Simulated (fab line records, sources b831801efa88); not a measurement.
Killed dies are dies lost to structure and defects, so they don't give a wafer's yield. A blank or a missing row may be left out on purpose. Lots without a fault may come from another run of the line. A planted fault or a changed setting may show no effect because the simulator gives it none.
A struck lot beside a sound one | flow sky130 | 18 steps out of a route of 708
Sound: wafers L490.3, L490.5, L490.6. Struck: wafer L494.2. (L494.3, L494.4 of the same lot were not struck and are left out.) The cause comes at the end.
At each step with rows: each side's tool, then ch and its chambers, then its first start. Under that, the readings that differ: sound wafers | struck wafers | difference of the means | sigmas: that difference in standard deviations of wafers without a fault.
alike: readings whose means differ by less than 2 such deviations, and words and numbers that are the same on both sides. not compared: withheld readings, readings that some wafer has no value for, bounds like >300 that may hide the same value, and numbers for which the record gives no deviation and whose values overlap.
The two part at a step that has a row with sigmas, a row that says differs or no value, or rows on one side only. Numbers that don't overlap but have no deviation are shown without sigmas and don't part them. A reading that every wafer of one side lacks parts them only if that side has two wafers or more.

first, 3 steps without rows for these wafers: SKY_VIA1_EXPOSE_09 (exposes mask VIM, target cd 150 nm); SKY_VIA1_PEB_10; SKY_VIA1_DEVELOP_11 (develop time 60 s).
SKY_VIA1_CD_MEAS_12: target cd 150 nm.
  sound on cd_sem-01, day 36 10:16; struck on cd_sem-01, day 37 12:29
  alike: cd_nm
SKY_VIA1_OVL_MEAS_13:
  sound on overlay-02, day 36 10:22; struck on overlay-01, day 37 12:35
  reading       | sound      | struck | difference | sigmas
  VIA1_OVL (nm) | -12 -15 -6 | 5      | +16        | +3
SKY_VIA1_ETCH_14: etches BARC in N2/H2, stops on SiO2, time 45.9 s, target depth 60 nm.
  sound on rie_diel-01 ch 0,1,3, day 36 10:23; struck on rie_diel-01 ch 0, day 37 12:37
  alike: drypump_motor_current_A, oes_product_au, throttle_valve_pct
  not compared: rf_hours_counter_h
SKY_VIA1_ETCH_15: etches SiO2 in C4F8/O2/Ar, stops on TiN, target depth 351 nm, time 54 s.
  sound on rie_diel-01 ch 0,1,3, day 36 10:25; struck on rie_diel-01 ch 0, day 37 12:39
  alike: oes_product_au
  not compared: rf_hours_counter_h
SKY_VIA1_STRIP_16: strips in O2/N2.
  sound on plasma_asher-01 ch 0,1, day 36 10:30; struck on plasma_asher-03 ch 0, day 37 12:42
  reading                | sound | struck | difference                   | sigmas
  rf_hours_counter_h (h) | - - - | 79     | no value on the sound wafers |
  alike: drypump_motor_current_A, oes_product_au, strip_time_to_endpoint_s
then, 3 steps without rows for these wafers: SKY_VIA1_STRIP_17 (strips in post etch residue remover, time 1200 s); SKY_VIA1_CLEAN_18 (cleans in IPA, time 180 s); SKY_VIA1_CLEAN_19 (cleans in O3/DIW).
SKY_VIA1_SPUTTER_20: material TiN, target thk 20 nm, time 80 s.
  sound on pvd_sputter-03, day 36 11:04; struck on pvd_sputter-02, day 37 13:18
  alike: throttle_valve_pct
SKY_VIA1_CVD_21: deposits W, target thk 270 nm, time 80.902 s.
  sound on cvd_w-01 ch 0,1, day 36 11:10; struck on cvd_w-01 ch 1, day 37 13:22
  reading                            | sound             | struck | difference                   | sigmas
  since_wet_clean_h (h)              | - - -             | 973    | no value on the sound wafers |
  model.W_of_VIA1_CVD_21.thk_nm (nm) | 271.3 269.7 265.7 | 362.3  | +93.4                        |
  alike: heater_power_outer_w, heater_power_w
SKY_VIA1_RS_MEAS_22: measures by four-point-probe.
  sound on film_metro-04, day 36 11:16; struck on film_metro-03, day 37 13:28
  reading            | sound             | struck | difference | sigmas
  VIA1_W_RS (ohm/sq) | 0.425 0.428 0.435 | 0.317  | -0.112     | -24
SKY_VIA1_THK_MEAS_23: measures by xrf.
  sound on film_metro-04, day 36 11:22; struck on film_metro-03, day 37 13:35
  reading         | sound       | struck | difference | sigmas
  VIA1_W_THK (nm) | 273 274 268 | 366    | +94        | +29
SKY_VIA1_CMP_24: polishes, stops on SiO2, t overpolish 15 s, target thk 0 nm.
  sound on cmp-02 ch 2,3, day 36 12:48; struck on cmp-01 ch 2, day 37 13:38
  reading                | sound          | struck | difference | sigmas
  time_to_endpoint_s (s) | 61.6 66.5 64.9 | 86.6   | +22.3      | +9
  alike: motor_current_A
SKY_METAL2_SPUTTER_00: material Ti, target thk 15 nm, time 10 s.
  sound on pvd_sputter-01, day 36 13:06; struck on pvd_sputter-01, day 37 13:56
  alike: throttle_valve_pct
then, 1 step without rows for these wafers: SKY_PAD_OPEN_PROBE_99.

WHERE THEY PART
First at SKY_VIA1_OVL_MEAS_13; last, within this record, at SKY_VIA1_CMP_24. Later steps at which nothing parts them and some readings are alike: SKY_METAL2_SPUTTER_00.

WHY: what the simulator had put in
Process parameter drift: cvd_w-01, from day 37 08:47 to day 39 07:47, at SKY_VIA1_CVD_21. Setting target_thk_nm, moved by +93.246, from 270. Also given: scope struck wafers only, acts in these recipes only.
